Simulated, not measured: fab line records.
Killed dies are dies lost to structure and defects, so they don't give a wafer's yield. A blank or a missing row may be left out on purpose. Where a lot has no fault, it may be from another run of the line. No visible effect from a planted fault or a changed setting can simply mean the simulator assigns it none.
8D (eight disciplines) problem report, filled in by code ; flow gf180mcu ; the parts of the form that need people (team, actions taken, sign-off) are left out

1. THE ISSUE
LVPWELL_TW at GF_LVPWELL_TW_MEAS_11 reads a mean of 538.4 on 3 wafers of 1 lot; wafers without a fault read 559.5 with a standard deviation of 2.8. Measured from the usual mean, that is -7.5 standard deviations.
First seen on wafer L657.4, day 6 20:59, on film_metro-03. The record has a number at this step for 33 wafers belonging to 11 lots. The rule behind "out" and "out of limits": a value lying over 4 standard deviations away from the usual mean. All remaining wafers that have a number are taken as sound.

2. WHAT IT IS AND WHAT IT IS NOT
question;is;is not
which readings at this step;LVPWELL_TW;-
which lots;L657;L649, L650, L653, L654, L663, L664, L666, L667, L668, L669
which wafers of those lots;all that have a number;-
read on which gauges;film_metro-03;film_metro-01, film_metro-04
when;from day 6 20:59;"up to then (12 sound wafers); but 18 sound wafers of L663, L664, L666, L667, L668, L669 came after"

3. SUSPECTS, AND WHAT RULES EACH OUT
Counting: any tool at a process step up to the reading is kept as a suspect provided that every lot that is out went through it and no sound lot did after the first of them.
- the gauge at GF_LVPWELL_TW_MEAS_11 has been ruled out. All the wafers that are out were read on film_metro-03, but those of them that GF_NWELL_STRIP_10 has rows for are out there too, on other tools.
- plasma_asher-02 at GF_NWELL_STRIP_10 (strips in O2/N2): ruled out as a lasting fault. After its first lot that is out, L657 (day 6 06:08), sound lots L668, L669 ran on it.
- plasma_asher-01 at GF_LVPWELL_STRIP_10 (strips in O2/N2): ruled out as a lasting fault. After its first lot that is out, L657 (day 6 20:53), sound lots L667, L669 ran on it.
Left after counting: nothing in the record.

4. THE CAUSE (what the simulator had put in)
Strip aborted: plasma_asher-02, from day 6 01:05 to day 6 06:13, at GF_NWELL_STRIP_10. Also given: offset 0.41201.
The count ruled it out by mistake, since the rule takes a fault to strike every lot its tool runs from the start of the fault on, and this one did not do so.

5. THE EFFECT CHAIN, in route order
Each row: a reading where the mean over the struck wafers with a number is more than 3 standard deviations away from the usual. Only readings for which the record gives a usual standard deviation are gone through. hours: the time from each lot's start at the first step in this table that gives one to its start at this step, as a median over the lots. sigmas: the change in usual standard deviations.
hours;step;reading;usual;on struck wafers;change;sigmas
0;GF_NWELL_STRIP_10;oes_product_au;0.722 a.u.;0.965;+0.243;+53
15;GF_LVPWELL_STRIP_10;strip_time_to_endpoint_s;36.99 s;41.44;+4.45;+49
15;GF_LVPWELL_TW_MEAS_11;LVPWELL_TW;559.5;538.4;-21.1;-7.5
Process steps it contains:
- GF_NWELL_STRIP_10: strips in O2/N2.
- GF_LVPWELL_STRIP_10: strips in O2/N2.
Readings that are blank on the struck wafers while sound wafers have them: strip_time_to_endpoint_s at GF_NWELL_STRIP_10.
Later measuring or inspecting steps at which every struck wafer that the step has a row for has a number for every such reading, and none has moved that far: GF_VT_IMPLANT_RS_MEAS_48, GF_CONTACT_THK_MEAS_26.

6. WHAT WOULD HAVE CAUGHT IT SOONER
The first out-of-limits reading at a measuring or inspecting step in this record came at day 6 20:59, 20 hours after the fault's start at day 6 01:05.
The tool's own readings at GF_NWELL_STRIP_10 were out on every struck wafer that the step has a row for (oes_product_au): an alarm limit on them would have fired on the first of those.
